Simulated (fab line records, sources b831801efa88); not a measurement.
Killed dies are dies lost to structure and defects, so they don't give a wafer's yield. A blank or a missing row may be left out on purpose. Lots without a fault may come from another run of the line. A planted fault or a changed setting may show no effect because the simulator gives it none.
fab line records | flow gf180mcu
record lots=6 wafers=18 last_day=34
route steps=602 shown M4@464 V4@476
lots that met no fault: from a run of the same line without faults
start_h: hours from the record's first day to the start of the lot's first wafer shown | wait_h: hours since the lot's step before | " the same as in the row above | L1.1+2: a row that stands for several wafers | - no value, or no start given | * or withheld: withheld | < > ~ a bound
route shown NAME@n: a module of which the file shows steps, and the number in the route of the first | usual: mean/standard deviation of fault-free wafers | same: alike in all rows | chamber/n: place in a boat | sites: the reading at each site | _std_site: their standard deviation | _edge_site: outer sites' mean less inner sites' | radius_mm: how far each site lies from the wafer's centre | mask NAME#n: copy n | behind: the tool/chamber that last shaped the wafer | hold: why the lot was held/for how many hours/how that ended | device: the transistor (n, p or np) that didn't switch | end of line: the same wafers' tests at the end of the route | a step without rows: its recipe alone | killed: dies lost to structure and defects at the first sort, not the wafer's yield | map: a wafer's dies, x killed, . not, _ none there
set.NAME: the setting as run; set.NAME@STEP: as run at that earlier step | model.NAME: the simulator's own value behind a step, which no gauge read
lots at some steps of the route; a table a step, a row a wafer
services: from which hour (start_h, from the record's first day; less than 0 if before it) a tool's chamber was out of use, for how many hours, and why
## steps
# step GF_M4_HMDS_08
# recipe prime_time_s=60 prime_temp_c=120
# step GF_M4_COAT_09
# recipe resist=KrF spin_rpm=withheld resist_thk_nm=1000
# step GF_M4_SOFTBAKE_10
# recipe temp_c=130 time_s=60 resist=KrF
# step GF_M4_EXPOSE_11
# recipe mask_id=Metal4 target_cd_nm=280 na=0.68 source_shape=conventional sigma_outer=0.6 dose_mj=28
# step GF_M4_PEB_12
# recipe peb_temp_c=135 peb_time_s=90 resist=KrF
# step GF_M4_DEVELOP_13
# recipe develop_time_s=60 dev_temp_c=21
# step GF_M4_CD_MEAS_14
# recipe target_cd_nm=280
# usual cd_nm=279.6/1.1
# columns lot.wafer tool chamber start_h wait_h cd_nm
L865.2 cd_sem-01 - 578.47 0.1 278.4
L865.4 " - " " 279.7
L865.5 " - " " 280.7
L870.1 cd_sem-01 - 616.85 0.1 281.0
L870.4 " - " " 281.1
L870.6 " - " " 280.6
L876.2 cd_sem-02 - 661.21 0.1 280.3
L876.3 " - " " 279.9
L876.5 " - " " 280.4
L877.1 cd_sem-02 - 667.74 0.1 279.5
L877.3 " - " " 279.8
L877.5 " - " " 279.3
L880.2 cd_sem-01 - 687.12 0.1 280.8
L880.3 " - " " 280.6
L880.4 " - " " 281.8
L881.3 cd_sem-01 - 695.09 0.1 280.3
L881.4 " - " " 280.7
L881.6 " - " " 279.4
# step GF_M4_OVL_MEAS_15
# usual M4_OVL=2/5.5
# columns lot.wafer tool chamber start_h wait_h M4_OVL[nm]
L865.2 overlay-02 - 578.58 0.1 3
L865.4 " - " " 7
L865.5 " - " " 9
L870.1 overlay-01 - 616.97 0.1 9
L870.4 " - " " 10
L870.6 " - " " 12
L876.2 overlay-01 - 661.32 0.1 -4
L876.3 " - " " -2
L876.5 " - " " -9
L877.1 overlay-01 - 667.86 0.1 -1
L877.3 " - " " -3
L877.5 " - " " -3
L880.2 overlay-01 - 687.23 0.1 -3
L880.3 " - " " 4
L880.4 " - " " -3
L881.3 overlay-02 - 695.18 0.1 -1
L881.4 " - " " -14
L881.6 " - " " -10
# step GF_M4_METAL_ETCH_16
# recipe chemistry=Cl2/BCl3 mask_material=KrF target_depth_nm=627.5 stop_on=SiO2 pressure_mtorr=8 icp_w=800 bias_w=140 Cl2_flow_sccm=80 bcl3_flow_sccm=40 time_s=104.6
# usual bcl3_flow_sccm=40.01/0.11 bias_w=140.0/0.44 drypump_motor_current_A=5.6/0.44 oes_product_au=0.972/0.0062 throttle_valve_pct=28.250/0.0095
# columns lot.wafer tool chamber start_h wait_h bcl3_flow_sccm bias_w drypump_motor_current_A oes_product_au rf_hours_counter_h throttle_valve_pct
L865.2 rie_metal-03 0 578.61 0.0 39.88 140.1 5.0 0.970 5.1 28.244
L865.4 " 0 " " 39.79 139.7 5.1 0.969 - 28.254
L865.5 " 0 " " 39.87 139.1 5.0 0.968 - 28.245
L870.1 rie_metal-01 1 617.00 0.0 39.91 140.3 5.1 0.982 3.5 28.242
L870.4 " 0 " " 39.96 139.7 6.0 0.973 - 28.253
L870.6 " 1 " " 39.89 140.2 5.2 0.965 - 28.250
L876.2 rie_metal-04 0 661.35 0.0 40.06 140.1 6.3 0.967 9.3 28.251
L876.3 " 1 " " 39.95 139.8 5.8 0.973 - 28.257
L876.5 " 0 " " 40.02 140.4 6.3 0.972 - 28.248
L877.1 rie_metal-01 1 667.90 0.0 40.10 139.5 5.2 0.968 5.1 28.240
L877.3 " 0 " " 40.08 139.4 6.0 0.974 - 28.247
L877.5 " 0 " " 39.94 139.7 6.0 0.973 - 28.252
L880.2 rie_metal-03 1 687.26 0.0 40.02 140.5 5.9 0.964 4.4 28.253
L880.3 " 0 " " 39.95 140.0 5.1 0.978 - 28.255
L880.4 " 1 " " 40.11 139.7 5.9 0.978 - 28.266
L881.3 rie_metal-04 1 695.24 0.1 39.98 139.8 5.7 0.980 - 28.251
L881.4 " 0 " " 40.05 139.7 6.2 0.987 - 28.234
L881.6 " 0 " " 39.92 139.9 6.2 0.972 - 28.255
# step GF_M4_STRIP_17
# recipe chemistry=O2/N2 power_w=1400 pressure_mtorr=1500 platen_temp_c=250 o2_flow_sccm=3000 n2_flow_sccm=300 overash_fraction=0.5
# usual drypump_motor_current_A=5.62/0.29 heater_power_w=307/36 o2_flow_sccm=2999/9.8 oes_product_au=0.557/0.0051 strip_time_to_endpoint_s=7.86/0.049
# columns lot.wafer tool chamber start_h wait_h drypump_motor_current_A heater_power_w o2_flow_sccm oes_product_au rf_hours_counter_h strip_time_to_endpoint_s
L865.2 plasma_asher-03 1 578.76 0.1 5.65 281 3002 0.554 80 7.96
L865.4 " 0 " " 6.03 299 3005 0.553 - 7.95
L865.5 " 0 " " 6.02 293 3000 0.554 - 7.91
L870.1 plasma_asher-04 1 617.11 0.1 5.45 385 2995 0.559 95 7.90
L870.4 " 1 " " 5.44 389 3000 0.556 - 7.91
L870.6 " 0 " " 5.65 327 3006 0.559 - 7.88
L876.2 plasma_asher-03 0 661.46 0.1 5.99 306 2990 0.551 88 7.82
L876.3 " 0 " " 6.02 297 2995 0.554 - 7.79
L876.5 " 1 " " 5.65 273 2994 0.554 - 7.83
L877.1 plasma_asher-01 1 668.01 0.1 5.13 322 2972 0.562 24 7.92
L877.3 " 0 " " 5.62 264 2997 0.558 - 7.95
L877.5 " 1 " " 5.14 326 2977 0.570 - 7.94
L880.2 plasma_asher-04 1 687.41 0.1 5.47 381 2979 0.554 102 7.87
L880.3 " 0 " " 5.62 346 2993 0.557 - 7.92
L880.4 " 1 " " 5.47 384 2995 0.560 - 7.89
L881.3 plasma_asher-04 1 695.35 0.1 5.46 385 2995 0.553 - 7.75
L881.4 " 0 " " 5.62 351 3001 0.552 - 7.81
L881.6 " 0 " " 5.64 346 2993 0.554 - 7.77
# step GF_M4_STRIP_18
# recipe chemistry=post_etch_residue_remover time_s=1200 temp_c=72.5
# step GF_M4_CLEAN_19
# recipe chemistry=DIW dry=n2_spin
# step GF_V4_CVD_00
# recipe material=SiO2 target_thk_nm=600 sigma_open_frac=0.3 temp_c=400 time_s=100 sih4_flow_sccm=60 pressure_mtorr=6
# usual pressure_mtorr=6.000/0.012 run_length_s=127.8/0.48
# columns lot.wafer tool chamber start_h wait_h pressure_mtorr run_length_s
L865.2 hdpcvd-02 0 579.70 0.0 6.003 128.2
L865.4 " 0 " " 5.990 128.7
L865.5 " 2 " " 6.009 127.9
L870.1 hdpcvd-02 2 617.65 0.0 6.003 127.8
L870.4 " 0 " " 6.016 128.0
L870.6 " 1 " " 6.001 127.1
L876.2 hdpcvd-01 1 662.40 0.0 - -
L876.3 " 2 " " - -
L876.5 " 0 " " - -
L877.1 hdpcvd-02 1 668.88 0.0 - -
L877.3 " 0 " " - -
L877.5 " 1 " " - -
L880.2 hdpcvd-01 1 687.94 0.0 5.991 127.8
L880.3 " 2 " " 5.984 127.4
L880.4 " 1 " " 5.998 127.8
L881.3 hdpcvd-02 2 695.85 0.0 6.031 127.7
L881.4 " 0 " " 5.996 128.1
L881.6 " 2 " " 6.004 127.8
# step GF_V4_CVD_02
# recipe material=SiO2 target_thk_nm=850 precursor=TEOS temp_c=400 time_s=94.851 rf_w=600
# usual heater_power_outer_w=394/82 heater_power_w=693/130
# columns lot.wafer tool chamber start_h wait_h heater_power_outer_w heater_power_w
L865.2 pecvd-03 1 579.83 0.0 324 591
L865.4 " 2 " " 375 653
L865.5 " 1 " " 346 617
L870.1 pecvd-03 2 617.78 0.1 361 618
L870.4 " 1 " " 314 591
L870.6 " 0 " " 419 752
L876.2 pecvd-03 1 662.53 0.0 293 570
L876.3 " 0 " " 399 703
L876.5 " 1 " " 328 604
L877.1 pecvd-02 1 669.02 0.1 387 682
L877.3 " 0 " " 331 548
L877.5 " 2 " " 609 1011
L880.2 pecvd-02 1 688.07 0.0 350 642
L880.3 " 0 " " 307 523
L880.4 " 1 " " 374 655
L881.3 pecvd-02 1 695.98 0.0 342 622
L881.4 " 1 " " 365 663
L881.6 " 0 " " 370 603
## services
# columns tool chamber start_h hours kind
hdpcvd-01 - 576.38 15.0 pm
hdpcvd-01 0 576.38 15.0 vent_cycle
hdpcvd-01 1 576.38 15.0 vent_cycle
hdpcvd-01 2 576.38 15.0 vent_cycle
pecvd-02 0 588.74 19.3 repair
pecvd-03 - 591.12 14.0 pm
pecvd-03 0 591.12 14.0 vent_cycle
pecvd-03 1 591.12 14.0 vent_cycle
pecvd-03 2 591.12 14.0 vent_cycle
hdpcvd-01 0 591.38 - clean
hdpcvd-01 1 591.38 - clean
hdpcvd-01 2 591.38 - clean
pecvd-03 0 605.12 - clean
pecvd-03 1 605.12 - clean
pecvd-03 2 605.12 - clean
plasma_asher-03 - 632.86 4.0 pm
pecvd-03 - 644.97 16.2 repair
## key
first_sign step=GF_V4_CVD_00 reading=tool_record direction=missing
effect none on later readings
met_at GF_V4_CVD_00
struck_wafers L876.2,L876.3,L876.5,L877.1,L877.3,L877.5
later_rows_left_out L876.2,L876.3,L876.5,L877.1,L877.3,L877.5
sort_left_out L876.2,L876.3,L876.5,L877.1,L877.3,L877.5
onset_between 617.65 662.40
fault kind=skipped_step_whole tool=hdpcvd-01,hdpcvd-02 chamber=- onset_h=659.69 steps=GF_V4_CVD_00 scope=struck_lots_only
# sort_left_out: the simulated sort isn't trusted on such a fault, so these wafers' sort isn't shown, and their yield isn't known
# later_rows_left_out: the simulator's readings of these wafers behind a module that went badly wrong aren't trusted and aren't shown, but for the sort
